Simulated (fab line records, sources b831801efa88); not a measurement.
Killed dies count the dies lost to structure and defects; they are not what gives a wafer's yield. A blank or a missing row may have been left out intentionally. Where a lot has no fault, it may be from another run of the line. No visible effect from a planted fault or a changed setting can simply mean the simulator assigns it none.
Which tool was responsible? | flow sky130 | 72 wafers from 24 lots sampled at 3 of the route's 708 steps

== WHAT EACH GAUGE READ, for each wafer ==
SKY_CONTACT_THK_MEAS_01.
lot  | measured     | on            | CONTACT_CVD_00_THK (nm)
L074 | day 30 08:43 | film_metro-02 | 74.1 75.4 76.0
L075 | day 30 15:56 | film_metro-03 | 74.9 77.4 76.2
L076 | day 30 16:32 | film_metro-02 | 74.0 74.5 74.0
L077 | day 31 07:16 | film_metro-03 | 74.3 77.3 77.1
L080 | day 32 19:30 | film_metro-03 | 76.1 75.8 77.9
L079 | day 32 21:58 | film_metro-03 | 74.6 73.9 76.6
L078 | day 32 23:21 | film_metro-01 | 75.4 77.6 76.6
L081 | day 33 04:29 | film_metro-01 | 74.7 74.6 75.2
L083 | day 33 09:40 | film_metro-01 | 73.5 74.8 75.7
L082 | day 33 10:47 | film_metro-01 | 75.0 74.0 75.6
L084 | day 33 14:01 | film_metro-02 | 74.4 75.4 75.5
L085 | day 34 05:44 | film_metro-01 | 74.5 77.4 77.2
L086 | day 34 12:37 | film_metro-02 | 76.9 76.3 78.1
L087 | day 34 20:18 | film_metro-02 | 74.7 73.6 75.8
L088 | day 34 23:11 | film_metro-03 | 73.9 76.1 77.1
L089 | day 35 06:11 | film_metro-01 | 75.7 76.3 76.5
L090 | day 35 14:07 | film_metro-02 | 73.5 75.4 75.7
L091 | day 35 22:27 | film_metro-02 | 73.5 75.1 74.4
L092 | day 36 08:29 | film_metro-03 | 74.7 75.1 74.8
L094 | day 36 21:53 | film_metro-03 | 73.3 75.5 75.8
L093 | day 36 21:56 | film_metro-01 | 74.4 76.4 74.3
L095 | day 37 17:33 | film_metro-03 | 74.9 75.5 75.2
L096 | day 37 18:41 | film_metro-03 | 72.8 74.7 74.8
L097 | day 37 19:40 | film_metro-01 | 75.7 77.5 75.5

SKY_VIA2_RS_MEAS_22: a four-point-probe measurement.
lot  | measured     | on            | VIA2_W_RS (ohm/sq)
L074 | day 36 05:25 | film_metro-03 | 0.265 0.278 0.268
L075 | day 36 13:59 | film_metro-03 | 0.269 0.266 0.281
L076 | day 36 15:14 | film_metro-03 | 0.270 0.276 0.268
L077 | day 37 04:53 | film_metro-01 | 0.267 0.277 0.274
L080 | day 38 12:38 | film_metro-03 | 0.271 0.279 0.267
L079 | day 38 17:10 | film_metro-02 | 0.282 0.272 0.282
L078 | day 38 17:56 | film_metro-01 | 0.265 0.277 0.268
L081 | day 38 23:26 | film_metro-01 | 0.280 0.268 0.269
L083 | day 39 04:05 | film_metro-02 | 0.277 0.278 0.264
L082 | day 39 05:30 | film_metro-02 | 0.267 0.276 0.278
L084 | day 39 08:08 | film_metro-03 | 0.272 0.276 0.274
L085 | day 39 21:44 | film_metro-02 | 0.261 0.270 0.260
L086 | day 40 05:03 | film_metro-01 | 0.267 0.277 0.265
L087 | day 40 11:11 | film_metro-02 | 0.275 0.277 0.274
L088 | day 40 14:13 | film_metro-03 | 0.269 0.279 0.277
L089 | day 40 21:31 | film_metro-03 | 0.278 0.276 0.279
L090 | day 41 04:42 | film_metro-01 | 0.274 0.269 0.264
L091 | day 41 10:57 | film_metro-03 | 0.269 0.267 0.269
L092 | day 41 19:08 | film_metro-01 | 0.279 0.276 0.278
L094 | day 42 08:16 | film_metro-03 | 0.271 0.277 0.274
L093 | day 42 09:11 | film_metro-01 | 0.272 0.274 0.276
L095 | day 43 01:48 | film_metro-02 | 0.274 0.272 0.271
L096 | day 43 02:50 | film_metro-01 | 0.267 0.272 0.274
L097 | day 43 03:26 | film_metro-02 | 0.275 0.276 0.278

SKY_VIA3_BOW_MEAS_03.
lot  | measured     | on            | VIA3_BOW (um)
L074 | day 38 11:27 | film_metro-03 | 86 97 79
L075 | day 38 19:12 | film_metro-04 | 76 67 84
L076 | day 38 22:12 | film_metro-03 | 79 76 76
L077 | day 39 10:45 | film_metro-03 | 86 78 70
L080 | day 40 16:21 | film_metro-03 | 71 77 89
L079 | day 40 20:58 | film_metro-03 | 86 74 78
L078 | day 40 21:38 | film_metro-04 | 65 58 63
L081 | day 41 03:19 | film_metro-04 | 71 72 83
L083 | day 41 06:32 | film_metro-03 | 71 68 72
L082 | day 41 09:48 | film_metro-03 | 99 87 82
L084 | day 41 11:06 | film_metro-04 | 74 74 73
L085 | day 42 00:01 | film_metro-01 | 77 81 85
L086 | day 42 06:38 | film_metro-03 | 92 83 80
L087 | day 42 13:35 | film_metro-01 | 95 89 87
L088 | day 42 15:14 | film_metro-03 | 73 74 69
L089 | day 42 23:29 | film_metro-01 | 84 80 88
L090 | day 43 06:34 | film_metro-01 | 94 91 92
L091 | day 43 12:10 | film_metro-03 | 71 80 77
L092 | day 43 19:35 | film_metro-04 | 82 77 92
L094 | day 44 08:46 | film_metro-01 | 82 72 85
L093 | day 44 10:00 | film_metro-04 | 77 81 74
L095 | day 45 00:43 | film_metro-04 | 77 79 83
L096 | day 45 02:13 | film_metro-01 | 90 78 90
L097 | day 45 03:01 | film_metro-01 | 77 89 79

== TOOL THAT RAN EACH LOT (tool first, then ch and the chambers of the sampled wafers, then the start) ==
There is no process step in the record ahead of these readings.

== WHAT THE TOOLS THEMSELVES READ (means of the sampled wafers that have a number; where no wafer has one, the mark that the record gives instead) ==
The record holds no such reading with a usual standard deviation.

== THE ANSWER, worked out from the rows above alone ==
Rule: the lots themselves supply what counts as usual. Put in order of their means at a reading, lots are off if they are a third of the lots or fewer, leave a main group of 4 or more, and stand apart from it by a gap of 3 or more times the standard deviation of the main group's means; of several such gaps the widest counts. A main group is skipped when, at the precision printed for the reading in the tables above, its means are all equal. A lot without any number at a reading at which 4 lots or more have one is off too. Where the step has rows for the other lots, those lots are counted as sound. After the gauges, taken in route order, come the tools' own readings; for these a lot's mean is taken, as printed above. At the first step where some lot is off, the reading lying furthest off is the one used; lots without a number count as furthest.
Across all readings shown, no lot is off: no conclusion can be drawn from this.

== WHAT WAS PUT IN BY THE SIMULATOR ==
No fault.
